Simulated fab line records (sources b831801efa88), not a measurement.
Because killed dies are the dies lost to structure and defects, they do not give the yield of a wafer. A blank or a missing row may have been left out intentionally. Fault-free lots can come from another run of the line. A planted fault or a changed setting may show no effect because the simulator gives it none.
fab line records	flow sky130
record: lots: 5	wafers: 23
route steps=708 shown LDD_P@264 LDD_HVP@286 POLY_CUT@312 SD_P@329 RES_XHIGH@339 SD_N@351 LI_CONTACT@362 LOCAL_INTERCONNECT@393
start-h: the number of hours between the record's first day and the start of the first shown wafer of the lot	wait-h: how many hours have passed since the lot's step before this one	" identical to the entry in the row above	L1.1+2: one row covering several wafers at once	- either no value or no given start	* or withheld: withheld	< > ~ a bound
route shown NAME@n: a module of which the file shows steps, and the number in the route of the first	usual: the fault-free wafers' mean and standard deviation	same: alike in all rows	chamber/n: place in a boat	sites: each site's reading	_std_site: the values' standard deviation	_edge_site: outer sites' mean less inner sites'	radius-mm: how far each site lies from the wafer's centre	mask NAME#n: copy n	behind: tool/chamber where the wafer was last shaped	hold: what put the lot on hold/how long, in hours/how the hold closed	device: names the non-switching transistor (n, p or np)	end of line: the route-end tests of the same wafers	a step given without rows: its recipe and nothing more	killed: count of dies lost to structure and defects at first sort (not the wafer's yield)	map: a wafer's dies, x killed, . not, _ none there
set.NAME: the setting as run; set.NAME@STEP: as run at that earlier step	model.NAME: the simulator's own value behind a step, which no gauge read
lots where settings were altered on purpose, with a table for each step and a row for each wafer
== steps ==
step: SKY_LDD_P_IMPLANT_09
recipe: species: BF2	energy-kev: 25	dose-cm2: 1e+13	tilt-deg: withheld
lot.wafer	tool	chamber	start-h	wait-h	set.dose-cm2
L076.2+3+4	implanter-04	0	454.38	0.0	1e+13
L080.1+3	implanter-04	0	497.96	0.0	9.358e+12
L080.2+4+6	"	0	"	"	1e+13
L081.1+2+5	implanter-04	0	505.02	0.0	1.043e+13
L081.3+4	"	0	"	"	1e+13
L082.1+3	implanter-01	0	513.77	0.0	1e+13
L082.2+4+6	"	0	"	"	9.533e+12
L083.2+3+4	implanter-03	0	522.63	0.0	1e+13
L083.5+6	"	0	"	"	1.064e+13
step: SKY_LDD_P_STRIP_10
recipe: chemistry: O2/N2	power-w: 1400	pressure-mtorr: 1500	platen-temp-c: withheld	o2-flow-sccm: 3000	n2-flow-sccm: 300	overash-fraction: 0.5
step: SKY_LDD_P_TW_MEAS_11
usual: LDD_P_TW: 631/4.4
lot.wafer	tool	chamber	start-h	wait-h	set.dose-cm2@LDD_P_IMPLANT_09	LDD_P_TW
L076.2	film-metro-02	-	454.62	0.1	1e+13	632
L076.3	"	-	"	"	1e+13	632
L076.4	"	-	"	"	1e+13	635
L080.1	film-metro-01	-	498.21	0.1	9.358e+12	621
L080.2	"	-	"	"	1e+13	632
L080.3	"	-	"	"	9.358e+12	620
L080.4	"	-	"	"	1e+13	631
L080.6	"	-	"	"	1e+13	631
L081.1	film-metro-02	-	505.27	0.1	1.043e+13	640
L081.2	"	-	"	"	1.043e+13	637
L081.3	"	-	"	"	1e+13	628
L081.4	"	-	"	"	1e+13	633
L081.5	"	-	"	"	1.043e+13	640
L082.1	film-metro-01	-	514.02	0.1	1e+13	633
L082.2	"	-	"	"	9.533e+12	621
L082.3	"	-	"	"	1e+13	634
L082.4	"	-	"	"	9.533e+12	620
L082.6	"	-	"	"	9.533e+12	623
L083.2	film-metro-01	-	522.87	0.1	1e+13	631
L083.3	"	-	"	"	1e+13	629
L083.4	"	-	"	"	1e+13	632
L083.5	"	-	"	"	1.064e+13	643
L083.6	"	-	"	"	1.064e+13	642
step: SKY_LDD_HVP_IMPLANT_08
recipe: species: B	energy-kev: 20	dose-cm2: 1.7e+13	tilt-deg: 17.9
lot.wafer	tool	chamber	start-h	wait-h	set.energy-kev	model.implant.rp-nm	model.implant.drp-nm
L076.2+3+4	implanter-04	0	517.41	0.0	20	63.8	28.53
L080.1+2+4	implanter-03	0	559.33	0.1	19.18	61.45	27.7
L080.3+6	"	0	"	"	20	64.04	28.53
L081.1+3+5	implanter-02	0	565.76	0.1	20	63.91	28.53
L081.2+4	"	0	"	"	19.07	60.97	27.59
L082.1+2+3+4+6	implanter-03	0	574.67	0.0	20	61.7	28.53
L083.2+6	implanter-02	0	582.28	0.0	20	63.38	28.53
L083.3+4+5	"	0	"	"	20.88	66.13	29.52
step: SKY_POLY_CUT_EXPOSE_05
recipe: mask-id: NPCM	na: 0.8	source-shape: annular	sigma-inner: 0.55	sigma-outer: 0.85	target-cd-nm: 270	dose-mj: 32
lot.wafer	tool	chamber	start-h	wait-h	mask	set.dose-mj
L076.2+3+4	krf-scanner-02	0	-	-	NPCM#0	32
L080.1+2+6	krf-scanner-02	0	-	-	NPCM#0	34.27
L080.3+4	"	0	"	"	NPCM#0	32
L081.1+2+3+4+5	krf-scanner-02	0	-	-	NPCM#0	32
L083.2+3+6	krf-scanner-01	0	-	-	NPCM#0	32.75
L083.4+5	"	0	"	"	NPCM#0	32
L082.1+2+3+4+6	krf-scanner-02	0	-	-	NPCM#0	32
step: SKY_POLY_CUT_PEB_06
recipe: peb-temp-c: withheld	peb-time-s: withheld	resist: KrF-thick
step: SKY_POLY_CUT_DEVELOP_07
recipe: develop-time-s: 60	resist: KrF-thick	dev-temp-c: 21
step: SKY_POLY_CUT_CD_MEAS_08
recipe: target-cd-nm: 270
usual: cd-nm: 269.9/1.7
lot.wafer	tool	chamber	start-h	wait-h	set.dose-mj@POLY_CUT_EXPOSE_05	cd-nm
L076.2	cd-sem-01	-	578.99	-	32	271.2
L076.3	"	-	"	"	32	270.2
L076.4	"	-	"	"	32	271.1
L080.1	cd-sem-02	-	619.05	-	34.27	284.5
L080.2	"	-	"	"	34.27	283.4
L080.3	"	-	"	"	32	272.2
L080.4	"	-	"	"	32	271.6
L080.6	"	-	"	"	34.27	284.8
L081.1	cd-sem-01	-	644.22	-	32	270.5
L081.2	"	-	"	"	32	270.3
L081.3	"	-	"	"	32	271.2
L081.4	"	-	"	"	32	270.0
L081.5	"	-	"	"	32	271.0
L083.2	cd-sem-02	-	644.59	-	32.75	273.5
L083.3	"	-	"	"	32.75	272.2
L083.4	"	-	"	"	32	268.4
L083.5	"	-	"	"	32	268.0
L083.6	"	-	"	"	32.75	273.5
L082.1	cd-sem-01	-	644.65	-	32	269.1
L082.2	"	-	"	"	32	267.8
L082.3	"	-	"	"	32	267.9
L082.4	"	-	"	"	32	269.2
L082.6	"	-	"	"	32	268.8
step: SKY_POLY_CUT_ETCH_10
recipe: chemistry: N2/H2	target: BARC	ion-energy-ev: 200	source-w: 500	bias-w: 100	pressure-mtorr: 30	n2-flow-sccm: 100	h2-flow-sccm: 200	stop-on: SiO2	time-s: 45.9	target-depth-a: 600
usual: oes-product-au: 0.854/0.005
lot.wafer	tool	chamber	start-h	wait-h	set.time-s	set.dose-mj@POLY_CUT_EXPOSE_05	oes-product-au	model.POLY_CUT.cd-nm
L076.2	rie-diel-01	3	579.13	0.0	45.9	32	0.848	271.9
L076.3	"	1	"	"	45.9	32	0.850	271
L076.4	"	2	"	"	45.9	32	0.853	271.1
L080.1	rie-diel-01	3	619.21	0.0	45.9	34.27	0.849	284.6
L080.2	"	1	"	"	45.9	34.27	0.857	284.2
L080.3	"	0	"	"	45.9	32	0.849	272.9
L080.4	"	2	"	"	40.11	32	0.929	269.9
L080.6	"	2	"	"	40.11	34.27	0.930	283.3
L081.1	rie-diel-01	1	644.38	0.0	41.94	32	0.898	270.6
L081.2	"	0	"	"	41.94	32	0.912	270.1
L081.3	"	3	"	"	45.9	32	0.854	271.1
L081.4	"	2	"	"	45.9	32	0.853	269.5
L081.5	"	0	"	"	45.9	32	0.853	271.4
L083.2	rie-diel-02	0	644.73	0.0	45.9	32.75	0.853	272.8
L083.3	"	2	"	"	45.9	32.75	0.848	271.3
L083.4	"	3	"	"	49.9	32	0.841	269.2
L083.5	"	1	"	"	45.9	32	0.853	268.1
L083.6	"	2	"	"	49.9	32.75	0.839	273.9
L082.1	rie-diel-04	3	644.81	0.0	45.9	32	0.859	269.3
L082.2	"	1	"	"	45.9	32	0.852	267.7
L082.3	"	2	"	"	45.9	32	0.855	267.7
L082.4	"	0	"	"	47.92	32	0.841	270
L082.6	"	0	"	"	47.92	32	0.837	269.1
step: SKY_SD_P_IMPLANT_09
recipe: species: BF2	energy-kev: 20	dose-cm2: 3e+15	tilt-deg: 0
lot.wafer	tool	chamber	start-h	wait-h	set.energy-kev	model.implant.rp-nm	model.implant.drp-nm
L076.2+3+4	implanter-01	0	608.80	0.0	20	17.68	9.746
L080.1+6	implanter-04	0	648.43	0.0	20.63	17.36	9.961
L080.2+3+4	"	0	"	"	20	16.95	9.746
L081.1+2+3+4+5	implanter-01	0	673.17	0.0	20	16.89	9.746
L083.2+4+5	implanter-04	0	673.60	0.0	21.11	18.39	10.12
L083.3+6	"	0	"	"	20	17.63	9.746
L082.1+3+6	implanter-01	0	673.88	0.0	20	16.98	9.746
L082.2+4	"	0	"	"	21.07	17.68	10.11
step: SKY_SD_P_STRIP_10
recipe: chemistry: O2/N2	power-w: 1400	pressure-mtorr: 1500	platen-temp-c: withheld	o2-flow-sccm: 3000	n2-flow-sccm: 300	overash-fraction: 0.5
usual: strip-time-to-endpoint-s: 17.48/0.039
lot.wafer	tool	chamber	start-h	wait-h	set.energy-kev@SD_P_IMPLANT_09	strip-time-to-endpoint-s
L076.2	plasma-asher-02	1	608.92	0.1	20	17.44
L076.3	"	0	"	"	20	17.46
L076.4	"	1	"	"	20	17.41
L080.1	plasma-asher-02	0	648.58	0.1	20.63	17.63
L080.2	"	1	"	"	20	17.52
L080.3	"	1	"	"	20	17.50
L080.4	"	0	"	"	20	17.49
L080.6	"	1	"	"	20.63	17.61
L081.1	plasma-asher-01	0	673.32	0.1	20	17.52
L081.2	"	1	"	"	20	17.53
L081.3	"	0	"	"	20	17.52
L081.4	"	1	"	"	20	17.55
L081.5	"	0	"	"	20	17.51
L083.2	plasma-asher-02	0	673.73	0.1	21.11	17.66
L083.3	"	1	"	"	20	17.46
L083.4	"	0	"	"	21.11	17.60
L083.5	"	0	"	"	21.11	17.60
L083.6	"	1	"	"	20	17.51
L082.1	plasma-asher-03	0	674.03	0.1	20	17.51
L082.2	"	1	"	"	21.07	17.65
L082.3	"	1	"	"	20	17.46
L082.4	"	0	"	"	21.07	17.64
L082.6	"	0	"	"	20	17.45
step: SKY_RES_XHIGH_IMPLANT_07
recipe: species: BF2	energy-kev: 20	dose-cm2: 3.6e+14	tilt-deg: 0
lot.wafer	tool	chamber	start-h	wait-h	set.dose-cm2
L076.2+3+4	implanter-02	0	637.38	0.1	3.6e+14
L080.1+2+3+4+6	implanter-04	0	677.22	0.1	3.6e+14
L081.1+3+4	implanter-01	0	701.80	0.1	3.509e+14
L081.2+5	"	0	"	"	3.6e+14
L083.2+3+4+5+6	implanter-02	0	702.13	0.1	3.6e+14
L082.1+2	implanter-04	0	702.37	0.1	3.6e+14
L082.3+4+6	"	0	"	"	3.42e+14
step: SKY_SD_N_IMPLANT_09
recipe: species: As	energy-kev: 50	dose-cm2: 4e+15	tilt-deg: 0
lot.wafer	tool	chamber	start-h	wait-h	set.energy-kev	model.implant.rp-nm	model.implant.drp-nm
L076.2+3+4	implanter-03	0	666.67	0.0	50	32.3	14.11
L080.1+3+4	implanter-04	0	705.59	0.0	50	32.42	14.11
L080.2+6	"	0	"	"	47.78	31.24	13.64
L081.1+4+5	implanter-03	0	729.76	0.0	48.7	31.87	13.83
L081.2+3	"	0	"	"	50	32.56	14.11
L083.2+3	implanter-04	0	730.12	0.0	47.61	30.12	13.6
L083.4+5+6	"	0	"	"	50	31.34	14.11
L082.1+6	implanter-03	0	730.88	0.0	50	32.08	14.11
L082.2+3+4	"	0	"	"	52.63	33.45	14.66
step: SKY_SD_N_IMPLANT_10
recipe: species: P	energy-kev: 20	dose-cm2: 1e+14	tilt-deg: 0
step: SKY_SD_N_STRIP_11
recipe: chemistry: O2/N2	power-w: 1400	pressure-mtorr: 1500	platen-temp-c: withheld	o2-flow-sccm: 3000	n2-flow-sccm: 300	overash-fraction: 0.5
usual: strip-time-to-endpoint-s: 22.53/0.042
lot.wafer	tool	chamber	start-h	wait-h	set.energy-kev@SD_N_IMPLANT_09	strip-time-to-endpoint-s
L076.2	plasma-asher-04	1	666.94	0.1	50	22.54
L076.3	"	0	"	"	50	22.48
L076.4	"	1	"	"	50	22.53
L080.1	plasma-asher-04	0	705.89	0.1	50	22.51
L080.2	"	1	"	"	47.78	22.18
L080.3	"	1	"	"	50	22.53
L080.4	"	0	"	"	50	22.51
L080.6	"	0	"	"	47.78	22.15
L081.1	plasma-asher-02	0	730.06	0.1	48.7	22.35
L081.2	"	1	"	"	50	22.49
L081.3	"	1	"	"	50	22.50
L081.4	"	0	"	"	48.7	22.31
L081.5	"	1	"	"	48.7	22.40
L083.2	plasma-asher-03	1	730.39	0.1	47.61	22.24
L083.3	"	1	"	"	47.61	22.20
L083.4	"	0	"	"	50	22.58
L083.5	"	0	"	"	50	22.56
L083.6	"	1	"	"	50	22.56
L082.1	plasma-asher-02	1	731.18	0.1	50	22.48
L082.2	"	0	"	"	52.63	22.93
L082.3	"	1	"	"	52.63	22.90
L082.4	"	0	"	"	52.63	22.93
L082.6	"	0	"	"	50	22.56
step: SKY_SD_N_CLEAN_13
recipe: chemistry: SC1/SC2	mix: 1:4:20	temp-c: 70	time-s: 150	dry: n2-spin
step: SKY_SD_N_RTA_14
recipe: temp-c: 1075	time-s: 2	idle-temp-c: 650	ramp-up-c-per-s: 150	ramp-down-c-per-s: 90	ambient: N2
step: SKY_SD_N_RS_MEAS_16
recipe: thk-meas-gauge: four-point-probe
usual: SD_N_RS: 68.62/0.13
lot.wafer	tool	chamber	start-h	wait-h	set.energy-kev@SD_N_IMPLANT_09	SD_N_RS[ohm/sq]
L076.2	film-metro-03	-	667.40	0.1	50	68.81
L076.3	"	-	"	"	50	68.75
L076.4	"	-	"	"	50	68.66
L080.1	film-metro-02	-	706.32	0.1	50	68.72
L080.2	"	-	"	"	47.78	70.28
L080.3	"	-	"	"	50	68.74
L080.4	"	-	"	"	50	68.71
L080.6	"	-	"	"	47.78	70.15
L081.1	film-metro-03	-	730.45	0.1	48.7	69.53
L081.2	"	-	"	"	50	68.57
L081.3	"	-	"	"	50	68.38
L081.4	"	-	"	"	48.7	69.41
L081.5	"	-	"	"	48.7	69.44
L083.2	film-metro-01	-	730.79	0.1	47.61	70.23
L083.3	"	-	"	"	47.61	70.55
L083.4	"	-	"	"	50	68.64
L083.5	"	-	"	"	50	68.69
L083.6	"	-	"	"	50	68.72
L082.1	film-metro-02	-	731.56	0.1	50	68.60
L082.2	"	-	"	"	52.63	66.69
L082.3	"	-	"	"	52.63	66.81
L082.4	"	-	"	"	52.63	66.75
L082.6	"	-	"	"	50	68.62
step: SKY_SD_N_RS_MEAS_17
recipe: thk-meas-gauge: four-point-probe
usual: SD_P_RS: 147.2/0.47
lot.wafer	tool	chamber	start-h	wait-h	set.energy-kev@SD_P_IMPLANT_09	SD_P_RS[ohm/sq]
L076.2	film-metro-03	-	667.52	0.1	20	148.3
L076.3	"	-	"	"	20	147.7
L076.4	"	-	"	"	20	147.9
L080.1	film-metro-02	-	706.44	0.1	20.63	145.4
L080.2	"	-	"	"	20	147.6
L080.3	"	-	"	"	20	147.9
L080.4	"	-	"	"	20	148.0
L080.6	"	-	"	"	20.63	145.6
L081.1	film-metro-03	-	730.57	0.1	20	147.4
L081.2	"	-	"	"	20	147.2
L081.3	"	-	"	"	20	146.7
L081.4	"	-	"	"	20	146.9
L081.5	"	-	"	"	20	146.8
L083.2	film-metro-01	-	730.91	0.1	21.11	143.7
L083.3	"	-	"	"	20	148.0
L083.4	"	-	"	"	21.11	143.6
L083.5	"	-	"	"	21.11	144.2
L083.6	"	-	"	"	20	147.3
L082.1	film-metro-02	-	731.68	0.1	20	147.1
L082.2	"	-	"	"	21.07	143.8
L082.3	"	-	"	"	20	147.5
L082.4	"	-	"	"	21.07	143.7
L082.6	"	-	"	"	20	146.8
step: SKY_SD_N_RS_MEAS_18
recipe: thk-meas-gauge: four-point-probe
usual: RES_XHIGH_RS: 333.3/1.1
lot.wafer	tool	chamber	start-h	wait-h	set.dose-cm2@RES_XHIGH_IMPLANT_07	RES_XHIGH_RS[ohm/sq]
L076.2	film-metro-03	-	667.64	0.1	3.6e+14	334.5
L076.3	"	-	"	"	3.6e+14	335.2
L076.4	"	-	"	"	3.6e+14	334.7
L080.1	film-metro-02	-	706.56	0.1	3.6e+14	331.7
L080.2	"	-	"	"	3.6e+14	331.5
L080.3	"	-	"	"	3.6e+14	333.2
L080.4	"	-	"	"	3.6e+14	333.6
L080.6	"	-	"	"	3.6e+14	332.4
L081.1	film-metro-03	-	730.69	0.1	3.509e+14	341.7
L081.2	"	-	"	"	3.6e+14	335.2
L081.3	"	-	"	"	3.509e+14	341.4
L081.4	"	-	"	"	3.509e+14	343.4
L081.5	"	-	"	"	3.6e+14	334.8
L083.2	film-metro-01	-	731.03	0.1	3.6e+14	333.8
L083.3	"	-	"	"	3.6e+14	334.2
L083.4	"	-	"	"	3.6e+14	334.7
L083.5	"	-	"	"	3.6e+14	335.2
L083.6	"	-	"	"	3.6e+14	333.1
L082.1	film-metro-02	-	731.80	0.1	3.6e+14	333.0
L082.2	"	-	"	"	3.6e+14	333.4
L082.3	"	-	"	"	3.42e+14	348.3
L082.4	"	-	"	"	3.42e+14	347.9
L082.6	"	-	"	"	3.42e+14	349.0
step: SKY_LI_CONTACT_HDPCVD_00
recipe: material: PSG	target-thk-nm: 930	sigma-open-frac: 0.3	time-s: 155	temp-c: 600	sih4-flow-sccm: 60	pressure-mtorr: 6
lot.wafer	tool	chamber	start-h	wait-h	set.time-s	model.PSG_of_LI_CONTACT_HDPCVD_00.thk-nm
L076.2	hdpcvd-02	1	667.77	0.0	155	928.3
L076.3	"	2	"	"	155	920.2
L076.4	"	2	"	"	155	925.7
L080.1	hdpcvd-01	2	706.71	0.0	155	932.1
L080.2	"	1	"	"	155	925
L080.3	"	0	"	"	146	879
L080.4	"	2	"	"	155	923.5
L080.6	"	1	"	"	146	869.6
L081.1	hdpcvd-01	2	730.83	0.0	155	934.3
L081.2	"	0	"	"	155	931
L081.3	"	1	"	"	155	935.9
L081.4	"	0	"	"	155	933.3
L081.5	"	2	"	"	155	927
L083.2	hdpcvd-02	2	731.17	0.0	155	915.6
L083.3	"	1	"	"	155	923
L083.4	"	2	"	"	155	911.3
L083.5	"	1	"	"	155	924.5
L083.6	"	0	"	"	155	923.7
L082.1	hdpcvd-01	1	731.94	0.0	155	931.2
L082.2	"	0	"	"	155	937.1
L082.3	"	2	"	"	138.9	831.5
L082.4	"	2	"	"	155	936.1
L082.6	"	1	"	"	138.9	830.8
step: SKY_LI_CONTACT_THK_MEAS_01
recipe: reads: PSG_of_LI_CONTACT_HDPCVD_00
usual: LI_CONTACT_HDPCVD_THK: 930/9.6
lot.wafer	tool	chamber	start-h	wait-h	set.time-s@LI_CONTACT_HDPCVD_00	LI_CONTACT_HDPCVD_THK[nm]
L076.2	film-metro-02	-	667.88	0.1	155	928
L076.3	"	-	"	"	155	919
L076.4	"	-	"	"	155	926
L080.1	film-metro-01	-	706.81	0.1	155	932
L080.2	"	-	"	"	155	924
L080.3	"	-	"	"	146	879
L080.4	"	-	"	"	155	923
L080.6	"	-	"	"	146	869
L081.1	film-metro-02	-	730.93	0.1	155	934
L081.2	"	-	"	"	155	931
L081.3	"	-	"	"	155	936
L081.4	"	-	"	"	155	933
L081.5	"	-	"	"	155	927
L083.2	film-metro-02	-	731.28	0.1	155	916
L083.3	"	-	"	"	155	923
L083.4	"	-	"	"	155	911
L083.5	"	-	"	"	155	925
L083.6	"	-	"	"	155	923
L082.1	film-metro-03	-	732.04	0.1	155	931
L082.2	"	-	"	"	155	937
L082.3	"	-	"	"	138.9	832
L082.4	"	-	"	"	155	936
L082.6	"	-	"	"	138.9	831
step: SKY_LI_CONTACT_SPUTTER_19
recipe: material: Ti	target-thk-nm: 20	chamber-pressure-pa: 5	power-w: 2500	substrate-temp-c: 200	time-s: 106.37
lot.wafer	tool	chamber	start-h	wait-h	set.chamber-pressure-pa	model.Ti_of_LI_CONTACT_SPUTTER_19.thk-nm
L076.2	pvd-sputter-01	-	696.76	0.0	5	20.42
L076.3	"	-	"	"	5	20.32
L076.4	"	-	"	"	5	20.12
L080.1	pvd-sputter-04	-	736.00	0.0	4.429	21.92
L080.2	"	-	"	"	4.429	22.06
L080.3	"	-	"	"	4.429	21.77
L080.4	"	-	"	"	4.429	21.64
L080.6	"	-	"	"	4.429	21.87
L081.1	pvd-sputter-03	-	759.33	0.0	5.479	18.49
L081.2	"	-	"	"	5.479	18.77
L081.3	"	-	"	"	5.479	18.84
L081.4	"	-	"	"	5.479	18.6
L081.5	"	-	"	"	5.479	18.63
L083.2	pvd-sputter-01	-	759.80	0.0	5.698	17.55
L083.3	"	-	"	"	5.698	17.46
L083.4	"	-	"	"	5.698	17.07
L083.5	"	-	"	"	5.698	17.63
L083.6	"	-	"	"	5.698	17.49
L082.1+6	pvd-sputter-03	-	760.16	0.0	5	19.9
L082.2	"	-	"	"	5	20.24
L082.3	"	-	"	"	5	20
L082.4	"	-	"	"	5	20.2
step: SKY_LOCAL_INTERCONNECT_COAT_06
recipe: resist: KrF-thick	spin-rpm: 3000	resist-thk-nm: 450
lot.wafer	tool	chamber	start-h	wait-h	set.spin-rpm	model.KrF-thick_of_LOCAL_INTERCONNECT_COAT_06.thk-nm
L076.2	litho-track-04	0	-	-	3000	451.1
L076.3	"	0	"	"	3000	449.6
L076.4	"	0	"	"	3000	447.7
L080.1+3	litho-track-03	0	-	-	3000	450.1
L080.2	"	0	"	"	3000	451
L080.4	"	0	"	"	3172	436.3
L080.6	"	0	"	"	3172	438.9
L081.1	litho-track-03	0	-	-	3182	436.5
L081.2	"	0	"	"	3000	450.5
L081.3	"	0	"	"	3182	437.1
L081.4	"	0	"	"	3000	449.9
L081.5	"	0	"	"	3182	435.5
L083.2	litho-track-04	0	-	-	3000	450.5
L083.3	"	0	"	"	3000	449.9
L083.4	"	0	"	"	3057	446
L083.5	"	0	"	"	3057	446.4
L083.6	"	0	"	"	3000	450.4
L082.1+3	litho-track-03	0	-	-	3000	447.8
L082.2	"	0	"	"	3000	446.8
L082.4	"	0	"	"	2896	456.1
L082.6	"	0	"	"	2896	455.7
== key ==
split: step: SKY_LDD_P_IMPLANT_09	setting: dose-cm2	stated: 1e+13	by: wafer
response: step: SKY_LDD_P_TW_MEAS_11	reading: LDD_P_TW	change: +1.93	per: 1%	r: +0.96
split: step: SKY_LDD_HVP_IMPLANT_08	setting: energy-kev	stated: 20	by: wafer
response: step: SKY_LDD_HVP_IMPLANT_08	reading: model.implant.rp-nm	change: +0.631	per: 1%	r: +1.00
response: step: SKY_LDD_HVP_IMPLANT_08	reading: model.implant.drp-nm	change: +0.21	per: 1%	r: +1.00
split: step: SKY_POLY_CUT_EXPOSE_05	setting: dose-mj	stated: 32	by: wafer
response: step: SKY_POLY_CUT_CD_MEAS_08	reading: cd-nm	change: +1.77	per: 1%	r: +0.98
response: step: SKY_POLY_CUT_ETCH_10	reading: model.POLY_CUT.cd-nm	change: +1.77	per: 1%	r: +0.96
split: step: SKY_POLY_CUT_ETCH_10	setting: time-s	stated: 45.9	by: wafer
response: step: SKY_POLY_CUT_ETCH_10	reading: oes-product-au	shape: bent	at-lowest: 0.930	at-stated: 0.852	at-highest: 0.840
split: step: SKY_SD_P_IMPLANT_09	setting: energy-kev	stated: 20	by: wafer
response: step: SKY_SD_P_IMPLANT_09	reading: model.implant.rp-nm	change: +0.134	per: 1%	r: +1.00
response: step: SKY_SD_P_IMPLANT_09	reading: model.implant.drp-nm	change: +0.0679	per: 1%	r: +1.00
response: step: SKY_SD_P_STRIP_10	reading: strip-time-to-endpoint-s	change: *	per: 1%	r: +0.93
response: step: SKY_SD_N_RS_MEAS_17	reading: SD_P_RS	change: -0.671	per: 1%	r: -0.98
split: step: SKY_RES_XHIGH_IMPLANT_07	setting: dose-cm2	stated: 3.6e+14	by: wafer
response: step: SKY_SD_N_RS_MEAS_18	reading: RES_XHIGH_RS	change: -3	per: 1%	r: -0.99
split: step: SKY_SD_N_IMPLANT_09	setting: energy-kev	stated: 50	by: wafer
response: step: SKY_SD_N_IMPLANT_09	reading: model.implant.rp-nm	change: +0.261	per: 1%	r: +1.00
response: step: SKY_SD_N_IMPLANT_09	reading: model.implant.drp-nm	change: +0.106	per: 1%	r: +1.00
response: step: SKY_SD_N_STRIP_11	reading: strip-time-to-endpoint-s	change: *	per: 1%	r: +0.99
response: step: SKY_SD_N_RS_MEAS_16	reading: SD_N_RS	change: -0.352	per: 1%	r: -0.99
split: step: SKY_LI_CONTACT_HDPCVD_00	setting: time-s	stated: 155	by: wafer
response: step: SKY_LI_CONTACT_HDPCVD_00	reading: model.PSG_of_LI_CONTACT_HDPCVD_00.thk-nm	change: +9.76	per: 1%	r: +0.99
response: step: SKY_LI_CONTACT_THK_MEAS_01	reading: LI_CONTACT_HDPCVD_THK	change: +9.7	per: 1%	r: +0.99
split: step: SKY_LI_CONTACT_SPUTTER_19	setting: chamber-pressure-pa	stated: 5	by: lot
response: step: SKY_LI_CONTACT_SPUTTER_19	reading: model.Ti_of_LI_CONTACT_SPUTTER_19.thk-nm	change: -0.168	per: 1%	r: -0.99
split: step: SKY_LOCAL_INTERCONNECT_COAT_06	setting: spin-rpm	stated: 3000	by: wafer
response: step: SKY_LOCAL_INTERCONNECT_COAT_06	reading: model.KrF-thick_of_LOCAL_INTERCONNECT_COAT_06.thk-nm	change: -2.28	per: 1%	r: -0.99
